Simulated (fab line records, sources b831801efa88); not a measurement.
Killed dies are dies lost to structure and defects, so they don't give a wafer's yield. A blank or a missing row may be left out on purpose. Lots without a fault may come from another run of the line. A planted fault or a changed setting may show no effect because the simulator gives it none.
Which tool did it? | flow gf180mcu | 14 lots, 42 wafers sampled, at 2 steps of a route of 602

WHAT THE GAUGES READ, wafer by wafer
GF_VT_IMPLANT_OVL_MEAS_40. Usual: VT_IMPLANT_03_OVL -0.1 nm, standard deviation 1.4.
lot  | measured     | on         | VT_IMPLANT_03_OVL (nm) | flag
L926 | day 7 16:45  | overlay-01 | 0.5 -1.1 -1.3          |
L928 | day 8 06:09  | overlay-01 | -0.2 -1.4 -0.4         |
L929 | day 8 18:18  | overlay-02 | 1.6 1.1 2.8            |
L932 | day 9 11:13  | overlay-02 | 2.0 0.9 0.0            |
L933 | day 10 00:20 | overlay-02 | 0.8 1.7 0.7            |
L934 | day 10 01:21 | overlay-01 | 1.2 0.6 -0.2           |
L935 | day 10 11:04 | overlay-02 | 3.4 2.2 2.4            |
L940 | day 11 21:16 | overlay-02 | -1.2 -1.4 0.0          |
L941 | day 12 01:22 | overlay-02 | 0.3 1.7 0.5            |
L943 | day 12 13:28 | overlay-01 | -1.6 -1.2 -1.9         |
L944 | day 12 21:42 | overlay-01 | -1.5 -0.9 -0.9         |
L945 | day 13 03:19 | overlay-02 | -0.2 1.1 -0.2          |
L946 | day 13 08:38 | overlay-02 | 0.2 -0.3 -1.0          |
L947 | day 13 16:01 | overlay-02 | 2.4 -0.5 -0.3          |

GF_POLY_GATE_CD_MEAS_10: target cd 280 nm. Usual: cd_nm 280.0 nm, standard deviation 1.3.
lot  | measured     | on        | cd_nm (nm)        | flag
L926 | day 9 10:15  | cd_sem-02 | 280.9 278.8 279.1 |
L928 | day 10 03:08 | cd_sem-02 | 281.0 279.6 280.3 |
L929 | day 10 11:46 | cd_sem-02 | 277.7 277.7 278.7 |
L932 | day 11 05:09 | cd_sem-01 | 279.8 279.9 279.7 |
L933 | day 11 20:17 | cd_sem-01 | 282.9 282.0 282.4 |
L934 | day 11 20:22 | cd_sem-02 | 283.2 282.1 282.0 |
L935 | day 12 06:28 | cd_sem-01 | 281.4 280.3 279.9 |
L940 | day 13 20:25 | cd_sem-01 | 277.6 278.1 279.0 |
L941 | day 14 02:33 | cd_sem-01 | 278.8 280.2 277.9 |
L943 | day 14 12:07 | cd_sem-02 | 278.3 279.5 279.2 |
L944 | day 14 22:04 | cd_sem-02 | 278.9 280.4 279.7 |
L945 | day 15 02:23 | cd_sem-02 | 277.8 277.5 278.2 |
L946 | day 15 07:44 | cd_sem-02 | 279.6 278.8 279.8 |
L947 | day 15 17:43 | cd_sem-01 | 279.5 280.8 280.4 |

WHICH TOOL RAN EACH LOT (tool, then ch and the chambers of the sampled wafers, then the start)
The record holds no process step before these readings.

WHAT THE TOOLS THEMSELVES READ (means of the sampled wafers that have a number; where no wafer has one, the mark that the record gives instead)
The record holds no such reading with a usual standard deviation.

THE ANSWER, worked out from the rows above alone
Rule: a lot is off if the mean of its wafers that have a number lies more than 3 standard deviations from the usual mean. A lot without any number at a reading at which 4 lots or more have one is off too. The other lots that the step has rows for count as sound. The gauges are gone through in route order, then the tools' own readings, and for those a lot's mean is taken as printed above. The first step at which some lot is off is used, and at that step the reading that is off furthest; a lot without a number counts as furthest.
No lot is off at any reading shown: from this, nothing can be told.

WHAT THE SIMULATOR HAD PUT IN
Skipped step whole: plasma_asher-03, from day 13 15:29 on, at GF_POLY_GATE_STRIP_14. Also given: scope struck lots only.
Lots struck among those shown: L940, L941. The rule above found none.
